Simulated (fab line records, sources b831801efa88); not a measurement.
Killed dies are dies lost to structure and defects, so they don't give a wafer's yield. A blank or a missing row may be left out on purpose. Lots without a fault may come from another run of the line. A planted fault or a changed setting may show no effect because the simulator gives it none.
A struck lot beside a sound one | flow sky130 | 20 steps out of a route of 708
Sound: wafers L842.1, L842.3, L842.6. Struck: wafer L848.3. (L848.2, L848.5 of the same lot were not struck and are left out.) The cause comes at the end.
At each step with rows: each side's tool, then ch and its chambers, then its first start. Under that, the readings that differ: sound wafers | struck wafers | difference of the means | sigmas: that difference in standard deviations of wafers without a fault.
alike: readings whose means differ by less than 2 such deviations, and words and numbers that are the same on both sides. not compared: withheld readings, readings that some wafer has no value for, bounds like >300 that may hide the same value, and numbers for which the record gives no deviation and whose values overlap.
The two part at a step that has a row with sigmas, a row that says differs or no value, or rows on one side only. Numbers that don't overlap but have no deviation are shown without sigmas and don't part them. A reading that every wafer of one side lacks parts them only if that side has two wafers or more.

first, 3 steps without rows for these wafers: SKY_PASSIVATION_EXPOSE_08 (exposes mask NSM, target cd 3000 nm); SKY_PASSIVATION_PEB_09; SKY_PASSIVATION_DEVELOP_10 (develop time 60 s).
SKY_PASSIVATION_ETCH_11: etches the open film in CF4/O2, stops on AlCu, target depth 725 nm, time 161.1 s.
  sound on rie_diel-01 ch 1,2, day 46 10:33; struck on rie_diel-02 ch 3, day 48 05:42
  reading                | sound             | struck | difference | sigmas
  throttle_valve_pct (%) | 5.961 5.965 5.957 | 5.979  | +0.018     | +2
  alike: cf4_flow_sccm, drypump_motor_current_A, oes_product_au
  not compared: rf_hours_counter_h
SKY_PASSIVATION_STRIP_12: strips in O2/N2.
  sound on plasma_asher-01 ch 0,1, day 46 10:39; struck on plasma_asher-02 ch 0, day 48 05:49
  alike: drypump_motor_current_A, oes_product_au, strip_time_to_endpoint_s
  not compared: rf_hours_counter_h
then, 7 steps without rows for these wafers: SKY_PAD_OPEN_DEHYDRATE_00 (time 60 s); SKY_PAD_OPEN_HMDS_01 (prime time 60 s); SKY_PAD_OPEN_COAT_02 (resist thk 3000 nm); SKY_PAD_OPEN_SOFTBAKE_03; SKY_PAD_OPEN_EXPOSE_04 (exposes mask PDM, target cd 60000 nm); SKY_PAD_OPEN_PEB_05; SKY_PAD_OPEN_DEVELOP_06 (develop time 60 s).
SKY_PAD_OPEN_ETCH_07: etches the open film in CF4/O2, stops on AlCu, target depth 725 nm, time 169 s.
  sound on rie_diel-04 ch 0,3, day 47 07:30; struck on rie_diel-04 ch 1, day 49 01:14
  reading               | sound             | struck | difference | sigmas
  cf4_flow_sccm (sccm)  | 79.63 80.14 80.17 | 79.46  | -0.52      | -2
  oes_product_au (a.u.) | 0.963 0.964 0.958 | 0.984  | +0.022     | +3
  alike: drypump_motor_current_A, throttle_valve_pct
  not compared: rf_hours_counter_h
SKY_PAD_OPEN_STRIP_08: strips in O2/N2.
  sound on plasma_asher-02 ch 0,1, day 47 07:36; struck on plasma_asher-03 ch 1, day 49 01:20
  alike: drypump_motor_current_A, oes_product_au
  not compared: rf_hours_counter_h
then, 4 steps without rows for these wafers: SKY_PAD_OPEN_STRIP_09 (strips in post etch residue remover, time 1200 s); SKY_PAD_OPEN_CLEAN_10 (cleans in IPA, time 180 s); SKY_PAD_OPEN_CLEAN_11 (cleans in O3/DIW); SKY_PAD_OPEN_ANNEAL_12.
SKY_PAD_OPEN_BOW_MEAS_13:
  sound on film_metro-03, day 47 09:44; struck on film_metro-03, day 49 03:28
  alike: PAD_OPEN_BOW
SKY_PAD_OPEN_PROBE_99:
  sound on prober-02, day 47 09:51; struck on prober-01, day 49 03:40
  reading         | sound | struck | difference | sigmas
  killed_at_other | 1 1 1 | 24     | +23        | +32
  alike: defect_limited_yield, killed_at_M0_to_M3, killed_at_M4_up, killed_at_contacts, killed_at_front_end, killed_dies, killed_open, killed_short, sort_bin_3_pad_short, sort_bin_5_function, sort_bin_6_memory, sort_n_pass, sort_yield_pct
  not compared: model.etest.tester.sort_n_pass, model.etest.tester.sort_yield_pct, model.etest.tester.sort_bin_5_pct, model.etest.tester.sort_bin_3_pct

WHERE THEY PART
First at SKY_PASSIVATION_ETCH_11; last, within this record, at SKY_PAD_OPEN_PROBE_99.

WHY: what the simulator had put in
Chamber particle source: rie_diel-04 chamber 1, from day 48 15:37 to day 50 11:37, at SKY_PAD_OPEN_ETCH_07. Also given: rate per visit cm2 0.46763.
